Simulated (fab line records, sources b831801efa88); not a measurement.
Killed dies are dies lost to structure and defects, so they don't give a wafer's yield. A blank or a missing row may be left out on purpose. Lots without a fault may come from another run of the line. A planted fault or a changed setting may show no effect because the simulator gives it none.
fab line records | flow sky130
record lots=4 wafers=12 last_day=51
route steps=708 shown VIA2@527 METAL3@532 CAPM@537 PAD_OPEN@708
lots that met no fault: from a run of the same line without faults
start_h: hours from the record's first day to the start of the lot's first wafer shown | wait_h: hours since the lot's step before | " the same as in the row above | L1.1+2: a row that stands for several wafers | - no value, or no start given | * or withheld: withheld | < > ~ a bound
route shown NAME@n: a module of which the file shows steps, and the number in the route of the first | usual: mean/standard deviation of fault-free wafers | same: alike in all rows | chamber/n: place in a boat | sites: the reading at each site | _std_site: their standard deviation | _edge_site: outer sites' mean less inner sites' | radius_mm: how far each site lies from the wafer's centre | mask NAME#n: copy n | behind: the tool/chamber that last shaped the wafer | hold: why the lot was held/for how many hours/how that ended | device: the transistor (n, p or np) that didn't switch | end of line: the same wafers' tests at the end of the route | a step without rows: its recipe alone | killed: dies lost to structure and defects at the first sort, not the wafer's yield | map: a wafer's dies, x killed, . not, _ none there
set.NAME: the setting as run; set.NAME@STEP: as run at that earlier step | model.NAME: the simulator's own value behind a step, which no gauge read
lots at some steps of the route; a table a step, a row a wafer
services: from which hour (start_h, from the record's first day; less than 0 if before it) a tool's chamber was out of use, for how many hours, and why
## steps
# step SKY_VIA2_SPUTTER_20
# recipe material=TiN target_thk_nm=20 chamber_pressure_pa=5 power_w=4000 time_s=80
# step SKY_VIA2_CVD_21
# recipe material=W target_thk_nm=420 time_s=126.4 temp_c=400 pressure_torr=40
# step SKY_VIA2_CMP_24
# recipe stop_on=SiO2 t_overpolish_s=20 down_force_psi=3.5 platen_rpm=60 target_thk_nm=0 pad_velocity_m_s=0.94248
# step SKY_METAL3_SPUTTER_00
# recipe material=Ti target_thk_nm=15 power_w=3000 time_s=10 chamber_pressure_pa=0.4
# step SKY_METAL3_SPUTTER_01
# recipe material=TiN target_thk_nm=20 power_w=6500 time_s=16.7 chamber_pressure_pa=0.4
# step SKY_METAL3_SPUTTER_02
# recipe material=AlCu target_thk_nm=735 power_w=10600 time_s=39.1 chamber_pressure_pa=0.4
# step SKY_METAL3_SPUTTER_03
# recipe material=Ti target_thk_nm=5 power_w=3000 time_s=3.3 chamber_pressure_pa=0.4
# step SKY_METAL3_SPUTTER_04
# recipe material=TiN target_thk_nm=70 power_w=6500 time_s=58.3 chamber_pressure_pa=0.4
# step SKY_CAPM_CVD_00
# recipe material=SiO2 target_thk_nm=15.5 temp_c=400 time_s=withheld rf_w=450
# step SKY_CAPM_SPUTTER_02
# recipe material=TiN target_thk_nm=200 temp_c=300 power_w=6500 time_s=171.6 chamber_pressure_pa=0.4
# usual cathode_dc_power_W=6499.8/1.2 substrate_temp_c=299.97/0.2 throttle_valve_pct=30.4/0.94
# same time_s=171.6
# columns lot.wafer tool chamber start_h wait_h cathode_dc_power_W substrate_temp_c throttle_valve_pct model.TiN_of_CAPM_SPUTTER_02.thk_nm
L606.3 pvd_sputter-04 - 899.46 0.0 6500.2 300.15 31.1 203.7
L606.5 " - " " 6500.8 300.45 30.5 205.5
L606.6 " - " " 6500.7 300.10 30.6 208.2
L613.1 pvd_sputter-04 - 957.22 0.1 6089.8 299.83 30.6 193.7
L613.3 " - " " 6088.0 299.92 31.1 194.3
L613.5 " - " " 6086.4 300.08 30.4 195.4
L614.3 pvd_sputter-04 - 967.17 0.0 6088.5 300.46 31.1 194.4
L614.4 " - " " 6085.5 300.19 30.9 193.9
L614.6 " - " " 6087.9 300.01 30.8 197.8
L626.1 pvd_sputter-01 - 1039.39 0.1 6500.6 300.14 29.8 205.7
L626.4 " - " " 6498.9 299.86 31.1 208.5
L626.5 " - " " 6500.5 300.15 29.9 206.4
# step SKY_CAPM_RS_MEAS_03
# recipe thk_meas_gauge=four-point-probe reads=TiN_of_CAPM_SPUTTER_02
# usual CAPM_TIN_RS=6.71/0.088
# columns lot.wafer tool chamber start_h wait_h CAPM_TIN_RS[ohm/sq]
L606.3 film_metro-03 - 899.61 0.1 6.76
L606.5 " - " " 6.71
L606.6 " - " " 6.64
L613.1 film_metro-04 - 957.33 0.1 7.15
L613.3 " - " " 7.11
L613.5 " - " " 7.08
L614.3 film_metro-03 - 967.43 0.1 7.10
L614.4 " - " " 7.12
L614.6 " - " " 6.97
L626.1 film_metro-04 - 1039.50 0.1 6.72
L626.4 " - " " 6.63
L626.5 " - " " 6.71
# step SKY_CAPM_THK_MEAS_04
# recipe thk_meas_gauge=xrf reads=TiN_of_CAPM_SPUTTER_02
# usual CAPM_TIN_THK=208/3
# columns lot.wafer tool chamber start_h wait_h CAPM_TIN_THK[nm]
L606.3 film_metro-03 - 899.71 0.1 205
L606.5 " - " " 207
L606.6 " - " " 210
L613.1 film_metro-04 - 957.45 0.1 197
L613.3 " - " " 198
L613.5 " - " " 200
L614.3 film_metro-03 - 967.53 0.1 197
L614.4 " - " " 196
L614.6 " - " " 200
L626.1 film_metro-04 - 1039.62 0.1 207
L626.4 " - " " 210
L626.5 " - " " 208
# step SKY_CAPM_DEHYDRATE_05
# recipe temp_c=200 time_s=60
# step SKY_CAPM_HMDS_06
# recipe prime_time_s=60 prime_temp_c=120
# step SKY_CAPM_COAT_07
# recipe resist=NOVOLAK spin_rpm=3000 resist_thk_nm=1140
# step SKY_CAPM_SOFTBAKE_08
# recipe temp_c=90 time_s=60 resist=NOVOLAK
# step SKY_CAPM_EXPOSE_09
# recipe mask_id=CAPM na=0.6 source_shape=conventional sigma_outer=0.6 polarization=unpolarized target_cd_nm=1000 dose_mj=162.3
# step SKY_CAPM_PEB_10
# recipe temp_c=withheld time_s=* resist=NOVOLAK
# step SKY_CAPM_DEVELOP_11
# recipe resist=NOVOLAK developer=TMAH develop_time_s=60 dev_temp_c=23
# step SKY_CAPM_METAL_ETCH_13
# recipe target_depth_nm=220 stop_on=SiO2 chemistry=Cl2/BCl3 target=TiN pressure_mtorr=10 icp_w=900 bias_w=48.5 Cl2_flow_sccm=60 bcl3_flow_sccm=30 time_s=62.9
# usual bcl3_flow_sccm=30.00/0.088 chamber_pressure_mTorr=10.000/0.009 drypump_motor_current_A=5.7/0.49 oes_product_au=0.958/0.0087 throttle_valve_pct=21.892/0.0094
# same time_s=62.9
# columns lot.wafer tool chamber start_h wait_h bcl3_flow_sccm chamber_pressure_mTorr drypump_motor_current_A oes_product_au rf_hours_counter_h throttle_valve_pct
L606.3 rie_metal-01 1 925.54 0.1 29.97 9.989 5.1 0.950 - 21.902
L606.5 " 1 " " 30.03 10.010 5.1 0.962 - 21.884
L606.6 " 1 " " 30.06 9.999 5.1 0.968 - 21.886
L613.1 rie_metal-01 1 982.89 0.0 30.02 10.014 5.1 0.921 21 21.897
L613.3 " 0 " " 30.09 9.996 5.8 0.929 - 21.897
L613.5 " 1 " " 29.88 9.996 5.1 0.935 - 21.910
L614.3 rie_metal-01 1 992.00 0.0 29.93 10.010 5.1 0.934 - 21.907
L614.4 " 0 " " 29.84 10.019 5.8 0.925 - 21.917
L614.6 " 0 " " 29.91 10.015 5.8 0.935 - 21.906
L626.1 rie_metal-02 0 1062.77 0.0 30.03 10.006 5.4 0.958 12 21.897
L626.4 " 1 " " 29.97 9.994 6.3 0.959 - 21.890
L626.5 " 1 " " 30.07 10.006 6.3 0.963 - 21.901
# step SKY_CAPM_STRIP_14
# recipe chemistry=O2/N2 power_w=1400 pressure_mtorr=1500 platen_temp_c=withheld o2_flow_sccm=3000 n2_flow_sccm=300 overash_fraction=0.5
# step SKY_CAPM_STRIP_15
# recipe chemistry=post_etch_residue_remover time_s=1200 temp_c=72.5
# step SKY_CAPM_CLEAN_16
# recipe chemistry=IPA time_s=180 temp_c=25
# step SKY_CAPM_CLEAN_17
# recipe chemistry=O3/DIW dry=n2_spin
# step SKY_METAL3_DEHYDRATE_05
# recipe temp_c=200 time_s=60
# step SKY_METAL3_HMDS_06
# recipe prime_time_s=60 prime_temp_c=120
# step SKY_METAL3_COAT_07
# recipe resist=BARC temp_c=withheld time_s=withheld spin_rpm=3000 resist_thk_nm=60
# step SKY_METAL3_COAT_08
# recipe resist=KrF-thick spin_rpm=3000 resist_thk_nm=1140
# step SKY_METAL3_SOFTBAKE_09
# recipe temp_c=100 time_s=90 resist=KrF-thick
# step SKY_METAL3_EXPOSE_10
# recipe mask_id=MM3 na=0.68 source_shape=annular sigma_inner=0.4 sigma_outer=0.8 target_cd_nm=300 dose_mj=28
# step SKY_METAL3_PEB_11
# recipe peb_temp_c=withheld peb_time_s=withheld resist=KrF-thick
# step SKY_METAL3_DEVELOP_12
# recipe develop_time_s=60 resist=KrF-thick dev_temp_c=21
# step SKY_METAL3_DESCUM_15
# recipe chemistry=O2 source_power_w=150 bias_power_w=0 pressure_mtorr=10 temp_c=40 time_s=8
# step SKY_METAL3_ETCH_16
# recipe chemistry=N2/H2 target=BARC ion_energy_ev=200 bias_w=100 pressure_mtorr=30 n2_flow_sccm=100 h2_flow_sccm=200 icp_w=500 stop_on=SiO2 time_s=88.2 target_depth_a=600
# step SKY_METAL3_ETCH_17
# recipe target=SiO2 stop_on=TiN chemistry=C4F8/O2/Ar source_w=1500 bias_w=1200 pressure_mtorr=40 c4f8_flow_sccm=withheld O2_flow_sccm=6 Ar_flow_sccm=300 time_s=3.9 target_depth_a=150
# step SKY_METAL3_METAL_ETCH_18
# recipe target_depth_a=8450 stop_on=SiO2 over_etch_frac=0.3 time_s=183.1 chemistry=Cl2/BCl3 resist_sidewall_deg=88 pressure_mtorr=10 icp_w=900 bias_w=48.5 Cl2_flow_sccm=60 bcl3_flow_sccm=30
# step SKY_METAL3_STRIP_20
# recipe chemistry=post_etch_residue_remover time_s=1200 temp_c=72.5
# same time_s=1200
# columns lot.wafer tool chamber start_h wait_h model.TiN_of_CAPM_SPUTTER_02.thk_nm
L606.3 wet_bench-03 1 952.29 0.0 202.9
L606.5 " 1 " " 204.6
L606.6 " 1 " " 207.4
L613.1 wet_bench-03 0 1009.29 0.1 192.8
L613.3 " 0 " " 193.4
L613.5 " 0 " " 194.6
L614.3 wet_bench-02 0 1017.22 0.0 193.6
L614.4 " 0 " " 193.1
L614.6 " 0 " " 196.9
L626.1 wet_bench-04 0 1085.89 0.1 204.9
L626.4 " 0 " " 207.6
L626.5 " 0 " " 205.5
# step SKY_PAD_OPEN_PROBE_99
# usual defect_limited_yield=82.5/1.9 killed_at_M0_to_M3=43/6.4 killed_at_M4_up=3.3/1.9 killed_at_contacts=24/5.7 killed_at_front_end=15/4.7 killed_at_other=0.3/0.48 killed_dies=86/9.2 killed_on_rim=17/3.4 killed_open=47/7 killed_short=39/6.5 sort_bin_3_pad_short=0.8/0.38 sort_bin_5_function=10.3/1.4 sort_bin_6_memory=6.3/1.1 sort_n_pass=406/9.2 sort_yield_pct=82.5/1.9
# same gross_dies=492 killed_at_back_side=0 sort_bin_4_leakage[%]=0 sort_bin_8_speed[%]=0
# columns lot.wafer tool chamber start_h wait_h defect_limited_yield[%] killed_at_M0_to_M3 killed_at_M4_up killed_at_contacts killed_at_front_end killed_at_other killed_dies killed_on_rim killed_open killed_short sort_bin_3_pad_short[%] sort_bin_5_function[%] sort_bin_6_memory[%] sort_n_pass sort_yield_pct[%] model.etest.cap_mim.plate_ohm_sq
L606.3 prober-02 - 1126.02 0.2 83.7 36 6 32 6 0 80 16 41 39 0.8 9.1 6.3 412 83.7 5.89
L606.5 prober-02 - 1126.12 0.2 82.1 49 3 23 12 1 88 22 63 24 0.8 9.6 7.5 404 82.1 5.807
L606.6 prober-02 - 1126.17 0.2 84.1 35 3 25 15 0 78 19 41 37 0.6 10.2 5.1 414 84.1 5.766
L613.1 prober-01 - 1173.87 0.1 82.1 40 4 28 16 0 88 20 52 36 0.4 10.0 7.5 404 82.1 6.247
L613.3 prober-01 - 1173.97 0.2 83.5 38 4 20 19 0 81 15 45 36 1.4 10.4 4.7 411 83.5 6.209
L613.5 prober-01 - 1174.07 0.2 82.5 39 5 32 10 0 86 18 42 44 1.4 9.8 6.3 406 82.5 6.184
L614.3 prober-02 - 1177.92 0.2 83.9 44 4 24 6 1 79 12 40 39 1.2 10.6 4.3 413 83.9 6.094
L614.4 prober-02 - 1177.97 0.2 84.1 45 3 20 10 0 78 19 37 41 1.2 7.7 6.9 414 84.1 6.231
L614.6 prober-02 - 1178.07 0.2 83.1 35 4 22 22 0 83 16 43 40 0.4 9.6 6.9 409 83.1 6.024
L626.1 prober-02 - 1224.83 0.1 80.7 31 2 35 26 1 95 18 45 50 1.0 11.8 6.5 397 80.7 5.849
L626.4 prober-02 - 1224.98 0.2 81.1 45 6 23 18 1 93 16 42 51 1.0 11.4 6.5 399 81.1 5.748
L626.5 prober-02 - 1225.03 0.2 81.3 42 3 28 18 1 92 16 54 38 0.4 9.8 8.5 400 81.3 5.815
# killed by level:class
L606.3 LOCAL_INTERCONNECT:geometric_particle:short=13 VIA1:geometric_particle:open=8 LI_CONTACT:geometric_particle:open=7 CONTACT:geometric_particle:open=6 METAL1:geometric_particle:short=6 VIA3:geometric_particle:open=6 CONTACT:geometric_particle:short=3 VIA1:geometric_particle:short=3
L606.5 VIA1:geometric_particle:open=19 VIA3:geometric_particle:open=10 CONTACT:geometric_particle:open=10 VIA2:geometric_particle:open=7 LI_CONTACT:geometric_particle:open=6 CONTACT:geometric_particle:short=4 METAL1:geometric_particle:short=4 METAL2:geometric_particle:short=4
L606.6 VIA1:geometric_particle:open=10 VIA2:geometric_particle:open=8 CONTACT:geometric_particle:open=6 LI_CONTACT:geometric_particle:short=6 METAL1:geometric_particle:short=5 LI_CONTACT:geometric_particle:open=4 LOCAL_INTERCONNECT:geometric_particle:short=4 METAL2:geometric_particle:short=4
L613.1 VIA1:geometric_particle:open=13 LI_CONTACT:geometric_particle:open=10 CONTACT:geometric_particle:open=8 METAL1:geometric_particle:short=7 FIELD_ISO:geometric_particle:open=6 CONTACT:geometric_particle:short=5 VIA3:geometric_particle:open=5 VIA1:geometric_particle:short=5
L613.3 CONTACT:geometric_particle:open=9 VIA1:geometric_particle:open=9 METAL1:geometric_particle:short=8 POLY_GATE:geometric_particle:open=6 FIELD_ISO:geometric_particle:short=5 METAL2:geometric_particle:short=5 POLY_GATE:geometric_particle:short=4 CONTACT:geometric_particle:short=4
L613.5 CONTACT:geometric_particle:open=13 VIA1:geometric_particle:open=9 CONTACT:geometric_particle:short=6 LI_CONTACT:geometric_particle:short=5 LI_CONTACT:geometric_particle:open=5 METAL1:geometric_particle:short=5 VIA1:geometric_particle:short=4 METAL2:geometric_particle:short=4
L614.3 VIA1:geometric_particle:open=10 VIA2:geometric_particle:open=7 METAL1:geometric_particle:short=6 METAL2:geometric_particle:short=6 CONTACT:geometric_particle:short=6 LI_CONTACT:geometric_particle:open=6 CONTACT:geometric_particle:open=6 LOCAL_INTERCONNECT:geometric_particle:short=4
L614.4 VIA1:geometric_particle:open=11 CONTACT:geometric_particle:open=6 METAL2:geometric_particle:short=6 METAL1:geometric_particle:short=5 METAL3:geometric_particle:short=5 FIELD_ISO:geometric_particle:open=4 VIA2:geometric_particle:open=4 LI_CONTACT:geometric_particle:open=4
L614.6 VIA1:geometric_particle:open=12 CONTACT:geometric_particle:open=10 POLY_GATE:geometric_particle:short=6 METAL1:geometric_particle:short=6 FIELD_ISO:geometric_particle:open=5 VIA2:geometric_particle:open=5 FIELD_ISO:geometric_particle:short=4 POLY_GATE:geometric_particle:open=4
L626.1 CONTACT:geometric_particle:open=12 FIELD_ISO:geometric_particle:open=9 LI_CONTACT:geometric_particle:open=9 POLY_GATE:geometric_particle:short=8 VIA1:geometric_particle:open=7 LOCAL_INTERCONNECT:geometric_particle:short=7 METAL3:geometric_particle:short=6 METAL2:geometric_particle:short=5
L626.4 VIA1:geometric_particle:open=10 LI_CONTACT:geometric_particle:open=8 FIELD_ISO:geometric_particle:short=6 CONTACT:geometric_particle:open=6 METAL2:geometric_particle:short=6 METAL3:geometric_particle:short=5 CONTACT:geometric_particle:short=5 VIA1:geometric_particle:short=5
L626.5 CONTACT:geometric_particle:open=10 VIA1:geometric_particle:open=10 CONTACT:geometric_particle:short=7 VIA3:geometric_particle:open=7 FIELD_ISO:geometric_particle:open=6 LI_CONTACT:geometric_particle:open=6 METAL2:geometric_particle:short=6 VIA2:geometric_particle:open=5
## services
# columns tool chamber start_h hours kind
rie_metal-01 0 898.90 26.7 repair
wet_bench-03 - 933.74 2.3 repair
pvd_sputter-04 0 958.13 - consumable_replace:kit
pvd_sputter-04 0 958.13 18.0 scheduled_down
pvd_sputter-04 0 958.13 18.0 vent_cycle
pvd_sputter-01 0 966.51 - consumable_replace:kit
pvd_sputter-01 0 966.51 18.0 scheduled_down
pvd_sputter-01 0 966.51 18.0 vent_cycle
pvd_sputter-01 - 977.75 1.7 repair
pvd_sputter-04 - 988.61 3.7 repair
wet_bench-03 - 998.15 2.3 repair
rie_metal-01 - 1006.51 2.8 pm
wet_bench-03 - 1011.74 5.4 repair
pvd_sputter-01 - 1022.04 2.3 repair
rie_metal-01 1 1041.61 - clean
rie_metal-01 1 1041.61 19.9 scheduled_down
rie_metal-01 1 1041.61 19.9 vent_cycle
pvd_sputter-01 3 1084.71 - consumable_replace:kit
pvd_sputter-01 3 1084.71 18.0 scheduled_down
pvd_sputter-01 3 1084.71 18.0 vent_cycle
## key
first_sign step=SKY_CAPM_SPUTTER_02 reading=cathode_dc_power_W direction=down sigmas=99+ usual=6499.8 struck=6087.7
effect step=SKY_CAPM_RS_MEAS_03 reading=CAPM_TIN_RS direction=up sigmas=4.4 usual=6.71 struck=7.09
effect step=SKY_CAPM_THK_MEAS_04 reading=CAPM_TIN_THK direction=down sigmas=3.2 usual=208 struck=198
effect step=SKY_CAPM_METAL_ETCH_13 reading=oes_product_au direction=down sigmas=3.2 usual=0.958 struck=0.930
model_effect step=SKY_CAPM_SPUTTER_02 value=TiN_of_CAPM_SPUTTER_02.thk_nm without=207.9 struck=194.9
model_effect step=SKY_METAL3_STRIP_20 value=TiN_of_CAPM_SPUTTER_02.thk_nm without=207.1 struck=194.1
model_effect step=SKY_PAD_OPEN_PROBE_99 value=etest.cap_mim.plate_ohm_sq without=5.778 struck=6.165
met_at SKY_CAPM_SPUTTER_02
struck_wafers L613.1,L613.3,L613.5,L614.3,L614.4,L614.6
onset_between 899.46 957.22
fault kind=process_parameter_drift tool=pvd_sputter-04 chamber=- onset_h=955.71 steps=SKY_CAPM_SPUTTER_02 channel=power_w offset=* shape=step end_h=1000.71 acts_in=* stated=*
